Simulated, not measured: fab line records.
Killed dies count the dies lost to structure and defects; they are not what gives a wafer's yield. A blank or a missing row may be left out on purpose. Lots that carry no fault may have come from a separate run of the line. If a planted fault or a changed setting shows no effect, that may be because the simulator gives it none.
Matching of chambers ; flow sfq_line ; SFQ_TRILAYER_I3_CMP_CMP_082 on cmp-02 has 4 sister chambers
The step polishes SiO2. 7 wafers are shown with their chamber, then 8 later ones without.

== WAFERS WITH THEIR CHAMBER ==
wafer;chamber;motor_current_A (A);time_to_endpoint_s (s)
L816.5;0;11.9;222
L817.1;0;10.8;216
L817.6;2;10.6;215
L822.2;1;10.5;223
L822.3;3;11.3;227
L822.5;1;10.0;229
L824.2;3;10.8;215

== WAFERS WHOSE CHAMBER IS MISSING ==
wafer;motor_current_A (A);time_to_endpoint_s (s)
L824.4;11.3;217
L824.6;10.9;228
L825.3;11.0;219
L825.5;11.3;217
L825.6;10.6;216
L831.1;9.9;220
L831.2;11.6;214
L831.4;11.4;222

== CHAMBER TAKEN BY EACH ==
wafer;from the rows above;in truth
L824.4;can't be placed: 0 or 3 or 2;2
L824.6;can't be placed: 3 or 1 or 0 or 2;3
L825.3;can't be placed: 3 or 0 or 2 or 1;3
L825.5;can't be placed: 0 or 3 or 2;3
L825.6;can't be placed: 2 or 3 or 0 or 1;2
L831.1;can't be placed: 1 or 2 or 3 or 0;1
L831.2;can't be placed: 0 or 3 or 2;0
L831.4;can't be placed: 0 or 3 or 2 or 1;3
0 of 8 placed correctly. Not placeable from these rows: 8 (in 8, the candidates include the true chamber). Number placed wrongly: 0.
How it was worked out, from the rows above alone: a wafer's distance from a chamber is the root of the sum, over the readings, of the square of ((its reading less the chamber's mean) divided by the reading's scatter). If the next closest chamber is less than 2 further off than the closest, the wafer can't be placed; otherwise it belongs to the closest. The mean given for a chamber averages the wafers shown for that chamber. How the scatter is found: for the shown wafers, subtract from each reading the mean of its chamber, square and add these, divide the total by (wafers less chambers), then take the root.
